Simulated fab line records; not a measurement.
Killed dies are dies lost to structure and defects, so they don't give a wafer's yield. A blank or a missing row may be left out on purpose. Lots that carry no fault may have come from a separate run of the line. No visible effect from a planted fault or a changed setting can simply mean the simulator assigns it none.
Which tool is to blame? | flow sky130 | 11 lots, 33 wafers sampled, at 5 steps of a route of 708

## WHAT EACH GAUGE READ, for each wafer
Not one reading of a measure or inspect step in the record can be checked against a usual standard deviation.

## WHICH TOOL RAN EACH LOT (tool, then ch and the chambers of the sampled wafers, then the start)
lot  | SKY_METAL4_SPUTTER_02        | SKY_METAL4_SPUTTER_03        | SKY_METAL4_METAL_ETCH_18          | SKY_METAL5_STRIP_16                  | SKY_PAD_OPEN_PROBE_99
L719 | pvd sputter-02, day 40 00:30 | pvd sputter-02, day 40 00:32 | rie metal-03 ch 0,1, day 42 01:17 | plasma asher-03 ch 0,1, day 44 00:49 | prober-01, day 45 23:44
L720 | pvd sputter-03, day 40 11:34 | pvd sputter-03, day 40 11:36 | rie metal-02 ch 0,1, day 42 11:31 | plasma asher-04 ch 0,1, day 44 11:34 | prober-02, day 46 09:22
L721 | pvd sputter-04, day 41 11:10 | pvd sputter-04, day 41 11:12 | rie metal-01 ch 0,1, day 43 10:25 | plasma asher-04 ch 0,1, day 45 09:24 | prober-01, day 47 05:43
L722 | pvd sputter-03, day 41 17:29 | pvd sputter-03, day 41 17:31 | rie metal-01 ch 0,1, day 43 17:09 | plasma asher-04 ch 0,1, day 45 16:22 | prober-02, day 47 13:23
L725 | pvd sputter-02, day 42 06:30 | pvd sputter-02, day 42 06:32 | rie metal-01 ch 0,1, day 44 04:47 | plasma asher-04 ch 0,1, day 46 02:46 | prober-02, day 47 22:31
L726 | pvd sputter-02, day 43 00:22 | pvd sputter-02, day 43 00:24 | rie metal-03 ch 0,1, day 44 23:07 | plasma asher-03 ch 0,1, day 46 19:50 | prober-02, day 48 14:32
L728 | pvd sputter-03, day 43 02:32 | pvd sputter-03, day 43 02:35 | rie metal-01 ch 0,1, day 45 00:59 | plasma asher-04 ch 0,1, day 46 21:31 | prober-01, day 48 16:34
L727 | pvd sputter-02, day 43 04:46 | pvd sputter-02, day 43 04:49 | rie metal-03 ch 0,1, day 45 02:57 | plasma asher-03 ch 0,1, day 46 22:43 | prober-02, day 48 17:53
L730 | pvd sputter-03, day 43 13:56 | pvd sputter-03, day 43 13:58 | rie metal-03 ch 0,1, day 45 11:00 | plasma asher-04 ch 0,1, day 47 06:56 | prober-02, day 49 02:01
L732 | pvd sputter-02, day 44 09:02 | pvd sputter-02, day 44 09:05 | rie metal-02 ch 0,1, day 46 04:45 | plasma asher-04 ch 0,1, day 48 00:19 | prober-01, day 49 15:31
L737 | pvd sputter-03, day 45 06:09 | pvd sputter-03, day 45 06:11 | rie metal-03 ch 0,1, day 47 00:42 | plasma asher-02 ch 0,1, day 48 17:49 | prober-02, day 50 07:37
- SKY_METAL4_SPUTTER_02: material AlCu, target thk 735 nm, time 39.1 s.
- SKY_METAL4_SPUTTER_03: material Ti, target thk 5 nm, time 3.3 s.
- SKY_METAL4_METAL_ETCH_18: etches the open film in Cl2/BCl3, stops on SiO2, target depth 845 nm, time 183.1 s.
- SKY_METAL5_STRIP_16: strips in O2/N2.
- SKY_PAD_OPEN_PROBE_99

## WHAT THE TOOLS THEMSELVES READ (means of the sampled wafers that have a number; where no wafer has one, the mark that the record gives instead)
SKY_METAL4_SPUTTER_02.
lot  | tool           | throttle valve pct (%)
L719 | pvd sputter-02 | 29.9
L720 | pvd sputter-03 | 31.2
L721 | pvd sputter-04 | 30.5
L722 | pvd sputter-03 | 30.6
L725 | pvd sputter-02 | 30.2
L726 | pvd sputter-02 | 30.1
L728 | pvd sputter-03 | 31.0
L727 | pvd sputter-02 | 29.6
L730 | pvd sputter-03 | 30.4
L732 | pvd sputter-02 | 29.7
L737 | pvd sputter-03 | 30.7

SKY_METAL4_SPUTTER_03.
lot  | tool           | throttle valve pct (%)
L719 | pvd sputter-02 | 30.0
L720 | pvd sputter-03 | 31.4
L721 | pvd sputter-04 | 30.5
L722 | pvd sputter-03 | 30.7
L725 | pvd sputter-02 | 30.2
L726 | pvd sputter-02 | 30.0
L728 | pvd sputter-03 | 31.1
L727 | pvd sputter-02 | 29.6
L730 | pvd sputter-03 | 30.2
L732 | pvd sputter-02 | 29.6
L737 | pvd sputter-03 | 30.8

SKY_METAL4_METAL_ETCH_18.
lot  | tool         | drypump motor current A (A) | mfc cl2 sccm (sccm) | oes product au (a.u.) | throttle valve pct (%)
L719 | rie metal-03 | 5.5                         | 60.00               | 0.866                 | 22.264
L720 | rie metal-02 | 5.7                         | 59.92               | 0.862                 | 22.258
L721 | rie metal-01 | 4.8                         | 60.01               | 0.866                 | 22.263
L722 | rie metal-01 | 4.8                         | 59.81               | 0.869                 | 22.271
L725 | rie metal-01 | 4.9                         | 60.02               | 0.862                 | 22.259
L726 | rie metal-03 | 5.5                         | 59.95               | 0.872                 | 22.268
L728 | rie metal-01 | 4.8                         | 59.99               | 0.863                 | 22.266
L727 | rie metal-03 | 5.8                         | 59.83               | 0.870                 | 22.265
L730 | rie metal-03 | 5.4                         | 60.06               | 0.866                 | 22.268
L732 | rie metal-02 | 5.7                         | 59.96               | 0.863                 | 22.261
L737 | rie metal-03 | 5.8                         | 60.07               | 0.865                 | 22.261

SKY_METAL5_STRIP_16.
lot  | tool            | drypump motor current A (A) | oes product au (a.u.) | strip time to endpoint s (s)
L719 | plasma asher-03 | 5.74                        | 0.717                 | 13.16
L720 | plasma asher-04 | 5.76                        | 0.709                 | 13.01
L721 | plasma asher-04 | 5.77                        | 0.713                 | 12.99
L722 | plasma asher-04 | 5.74                        | 0.709                 | 13.19
L725 | plasma asher-04 | 5.77                        | 0.710                 | 12.95
L726 | plasma asher-03 | 5.72                        | 0.709                 | 13.03
L728 | plasma asher-04 | 5.72                        | 0.715                 | 13.23
L727 | plasma asher-03 | 5.71                        | 0.714                 | 12.95
L730 | plasma asher-04 | 5.72                        | 0.706                 | 12.95
L732 | plasma asher-04 | 5.73                        | 0.710                 | 13.19
L737 | plasma asher-02 | 5.77                        | 0.712                 | 13.15

SKY_PAD_OPEN_PROBE_99.
lot  | tool      | defect limited yield (%) | killed_at_M0_to_M3 | killed_at_M4_up | killed at contacts | killed at front end | killed at other | killed dies | killed on rim | killed open | killed short | sort_bin_3_pad_short (%) | sort_bin_5_function (%) | sort_bin_6_memory (%) | sort n pass | sort yield pct (%)
L719 | prober-01 | 82.2                     | 45                 | 4.3             | 23                 | 15                  | 0.0             | 88          | 16            | 44          | 44           | 1.0                      | 10.7                    | 6.2                   | 404         | 82.2
L720 | prober-02 | 81.9                     | 43                 | 2.0             | 24                 | 19                  | 1.0             | 89          | 17            | 46          | 42           | 0.2                      | 10.0                    | 7.9                   | 403         | 81.9
L721 | prober-01 | 82.4                     | 48                 | 3.3             | 22                 | 13                  | 0.3             | 86          | 16            | 47          | 39           | 1.2                      | 10.4                    | 5.9                   | 406         | 82.4
L722 | prober-02 | 83.6                     | 39                 | 1.3             | 22                 | 17                  | 1.7             | 81          | 15            | 37          | 42           | 1.1                      | 9.1                     | 6.2                   | 411         | 83.6
L725 | prober-02 | 85.0                     | 28                 | 2.3             | 29                 | 13                  | 0.3             | 74          | 16            | 41          | 33           | 1.1                      | 9.0                     | 5.0                   | 418         | 85.0
L726 | prober-02 | 82.7                     | 45                 | 2.0             | 25                 | 12                  | 0.3             | 85          | 15            | 49          | 35           | 0.7                      | 10.0                    | 6.6                   | 407         | 82.7
L728 | prober-01 | 82.0                     | 49                 | 4.0             | 25                 | 10                  | 0.3             | 88          | 18            | 52          | 36           | 0.9                      | 11.0                    | 6.0                   | 404         | 82.0
L727 | prober-02 | 81.6                     | 43                 | 4.0             | 24                 | 20                  | 0.3             | 91          | 18            | 55          | 35           | 0.5                      | 11.1                    | 6.8                   | 401         | 81.6
L730 | prober-02 | 72.7                     | 43                 | 53.3            | 23                 | 15                  | 0.0             | 135         | 26            | 46          | 37           | 3.9                      | 16.3                    | 7.2                   | 357         | 72.7
L732 | prober-01 | 73.4                     | 37                 | 59.7            | 23                 | 10                  | 1.0             | 131         | 26            | 41          | 33           | 4.2                      | 15.6                    | 6.8                   | 361         | 73.4
L737 | prober-02 | 83.1                     | 46                 | 2.3             | 21                 | 14                  | 0.7             | 83          | 16            | 45          | 38           | 0.5                      | 9.9                     | 6.5                   | 409         | 83.1

## THE ANSWER, worked out from the rows above alone
Rule: the usual values come from the lots themselves. The widest of any qualifying gaps counts: lots, ordered by their means at a reading, are off when they make up no more than a third of the lots, leave a main group of 4 or more, and stand apart from it by 3 or more times the standard deviation of that group's means. If all means in a main group match to the digits the tables above print for the reading, that group is not used. Also off: a lot with no number at a reading for which 4 or more lots have one. Where the step has rows for the other lots, those lots are counted as sound. First the gauges in route order, then the tools' own readings, where a lot's mean is used as printed above. At the first step where some lot is off, the reading lying furthest off is the one used; lots without a number count as furthest.
Off, at SKY_PAD_OPEN_PROBE_99 on killed_at_M4_up: L730, L732. The main group: mean 2.8, standard deviation 1.
If a tool, at that step or one of the process steps before it, ran each lot that is off and ran no sound lot following the first of them, it fits. One fits: SKY_METAL5_STRIP_16 on plasma asher-04. Its last sound lot is L728 (day 46 21:31), its first lot that is off L730 (day 47 06:56): a fault that began between those two fits.

## WHAT THE SIMULATOR HAD PUT IN
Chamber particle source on plasma asher-04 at SKY_METAL5_STRIP_16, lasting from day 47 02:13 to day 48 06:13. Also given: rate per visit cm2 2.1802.
Shown lots that were struck: L730, L732. This agrees with what the rule above found.
